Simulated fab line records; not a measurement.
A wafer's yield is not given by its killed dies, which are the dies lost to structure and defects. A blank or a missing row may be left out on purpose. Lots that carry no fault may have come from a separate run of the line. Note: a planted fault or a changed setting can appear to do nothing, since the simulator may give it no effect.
2 desks looking at one fault | flow sky130 | what lay behind the numbers comes last; until then each desk has only its own

## FROM THE METROLOGY DESK
Lot by lot, what the gauges showed, no matter which tool ran the lot: averages of those sampled wafers that carry a number. Any lot whose mean is over 4 standard deviations away from the usual mean is out of limits and marked OUT; that distance is given in the brackets.
Columns: A = DNWELL_TW at SKY_DNWELL_TW_MEAS_09, usual 1107; B = NWELL_RS at SKY_NWELL_RS_MEAS_29, usual 624.5 ohm/sq; C = VT_ADJUST_HVTP_TW at SKY_VT_ADJUST_HVTP_TW_MEAS_11, usual 1350
lot  | first seen here | A    | B     | C
L769 | day 3 09:10     | 1081 | 623.1 | 1342
L770 | day 3 18:07     | 1123 | 623.8 | 1355
L772 | day 4 04:46     | 1084 | 625.7 | 1343
L773 | day 4 08:55     | 1127 | 624.1 | 1336
L774 | day 4 14:14     | 1122 | 627.8 | 1385
L775 | day 4 20:52     | 1104 | 624.9 | 1333
L776 | day 5 01:28     | 1119 | 624.6 | 1338
L778 | day 5 09:50     | 1118 | 619.4 | 1396
L781 | day 6 01:19     | 1095 | 625.3 | 1169 (-7.2) OUT
L783 | day 6 13:40     | 1098 | 624.2 | 1172 (-7.1) OUT
L790 | day 8 03:34     | 1118 | 622.1 | 1330
L791 | day 8 11:04     | 1118 | 625.6 | 1339
Finding of this desk: L781, L783 out of limits, first seen on L781 at day 9 11:20 (VT_ADJUST_HVTP_TW at SKY_VT_ADJUST_HVTP_TW_MEAS_11). L769, L770, L772, L773, L774, L775, L776, L778, L790, L791: within limits.

## AT THE TOOL OWNER'S DESK: implanter-01
The tool's own readings at SKY_VT_ADJUST_HVTP_IMPLANT_09, given as means over the sampled wafers that have a number, one for each lot that went through this tool. Any lot whose mean is over 4 standard deviations away from the usual mean is out of limits and marked OUT; that distance is given in the brackets.
Columns: A = dose ions cm2 at SKY_VT_ADJUST_HVTP_IMPLANT_09, usual 4.3e+12; B = faraday current uA at SKY_VT_ADJUST_HVTP_IMPLANT_09, usual 24.2
lot  | first seen here | A                         | B
L770 | day 6 17:17     | 4.3e+12                   | 24.4
L772 | day 7 04:50     | 4.3e+12                   | 24.0
L778 | day 8 15:59     | 4.3e+12                   | 24.3
L781 | day 9 11:05     | 2.5e+12 (-99 or more) OUT | 14.3 (-20) OUT
L783 | day 10 01:05    | 2.5e+12 (-99 or more) OUT | 14.3 (-20) OUT
This desk's verdict: out of limits on L781, L783, starting with L781 at day 9 11:05 (dose ions cm2 at SKY_VT_ADJUST_HVTP_IMPLANT_09). L770, L772, L778: within limits.

## TAKEN TOGETHER
The tool owner's desk could have raised an alarm at day 9 11:05, on L781, L783.
An alarm was possible from the metrology desk at day 9 11:20, on L781, L783.
SKY_VT_ADJUST_HVTP_IMPLANT_09 was run on implanter-01 by each of the lots named.

## WHAT THE SIMULATOR HAD PUT IN
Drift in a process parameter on implanter-01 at SKY_VT_ADJUST_HVTP_IMPLANT_09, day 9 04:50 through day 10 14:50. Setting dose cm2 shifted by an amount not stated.
Shown lots that were struck: L781, L783.
Delay (hours) between the fault's onset and each desk's first out-of-limits reading: 6 at the tool owner's desk, 6 at the metrology desk.
